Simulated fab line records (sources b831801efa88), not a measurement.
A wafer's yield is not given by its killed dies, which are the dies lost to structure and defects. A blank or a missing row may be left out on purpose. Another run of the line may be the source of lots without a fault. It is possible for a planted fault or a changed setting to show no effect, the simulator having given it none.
Which tool was responsible?    flow gf180mcu    14 lots, 42 wafers sampled, at 2 steps of a route of 602

WHAT EACH GAUGE READ, for each wafer
GF_V4_THK_MEAS_25: measures by xrf. Usual: V4_W_THK typically reads 360 nm, with standard deviation 7.1.
lot   measured      on             V4_W_THK (nm)  flag
L585  day 24 04:46  film metro-01  366 366 364    
L586  day 24 19:22  film metro-01  358 356 350    
L587  day 24 23:39  film metro-04  355 355 360    
L588  day 25 07:15  film metro-01  358 365 360    
L590  day 26 08:28  film metro-04  370 373 370    
L591  day 26 19:57  film metro-04  369 363 373    
L594  day 27 12:37  film metro-03  366 364 355    
L596  day 28 02:51  film metro-03  356 357 355    
L597  day 28 08:18  film metro-03  357 356 355    
L598  day 28 17:28  film metro-01  349 350 349    
L599  day 28 21:51  film metro-03  359 365 356    
L600  day 29 05:02  film metro-04  372 379 373    
L601  day 29 11:23  film metro-03  354 358 352    
L605  day 30 11:11  film metro-03  357 352 359    

EACH LOT AND THE TOOL THAT RAN IT (in order: tool; ch and the chambers of the sampled wafers; start)
lot   GF_M4_SPUTTER_00
L585  pvd sputter-04, day 22 04:39
L586  pvd sputter-03, day 22 19:22
L587  pvd sputter-04, day 23 01:11
L588  pvd sputter-01, day 23 09:29
L590  pvd sputter-04, day 24 10:43
L591  pvd sputter-04, day 24 21:25
L594  pvd sputter-04, day 25 16:00
L596  pvd sputter-03, day 26 08:10
L597  pvd sputter-04, day 26 13:11
L598  pvd sputter-01, day 26 22:04
L599  pvd sputter-01, day 27 03:31
L600  pvd sputter-03, day 27 11:22
L601  pvd sputter-01, day 27 18:07
L605  pvd sputter-04, day 28 19:01
- GF_M4_SPUTTER_00: material Ti, target thk 37.5 nm, time 150 s.

AS READ BY THE TOOLS THEMSELVES (means over the sampled wafers that have a number; for cases with no such wafer, the mark the record gives instead)
GF_M4_SPUTTER_00. Usual: throttle valve pct reads 29.8 % (standard deviation 1).
lot   tool            throttle valve pct (%)  flag
L585  pvd sputter-04  29.2                    
L586  pvd sputter-03  29.9                    
L587  pvd sputter-04  29.3                    
L588  pvd sputter-01  30.8                    
L590  pvd sputter-04  29.1                    
L591  pvd sputter-04  29.5                    
L594  pvd sputter-04  28.9                    
L596  pvd sputter-03  29.7                    
L597  pvd sputter-04  29.0                    
L598  pvd sputter-01  29.4                    
L599  pvd sputter-01  30.3                    
L600  pvd sputter-03  29.2                    
L601  pvd sputter-01  32.0                    
L605  pvd sputter-04  29.9                    

THE ANSWER, worked out from the rows above alone
Rule: lot off if the mean of its wafers having a number is beyond 3 standard deviations from the usual mean. A lot without any number at a reading at which 4 lots or more have one is off too. Where the step has rows for the other lots, those lots are counted as sound. First the gauges in route order, then the tools' own readings, where a lot's mean is used as printed above. At the first step where some lot is off, the reading lying furthest off is the one used; lots without a number count as furthest.
None of the lots is off at any reading shown; this tells nothing.

WHAT THE SIMULATOR PUT IN
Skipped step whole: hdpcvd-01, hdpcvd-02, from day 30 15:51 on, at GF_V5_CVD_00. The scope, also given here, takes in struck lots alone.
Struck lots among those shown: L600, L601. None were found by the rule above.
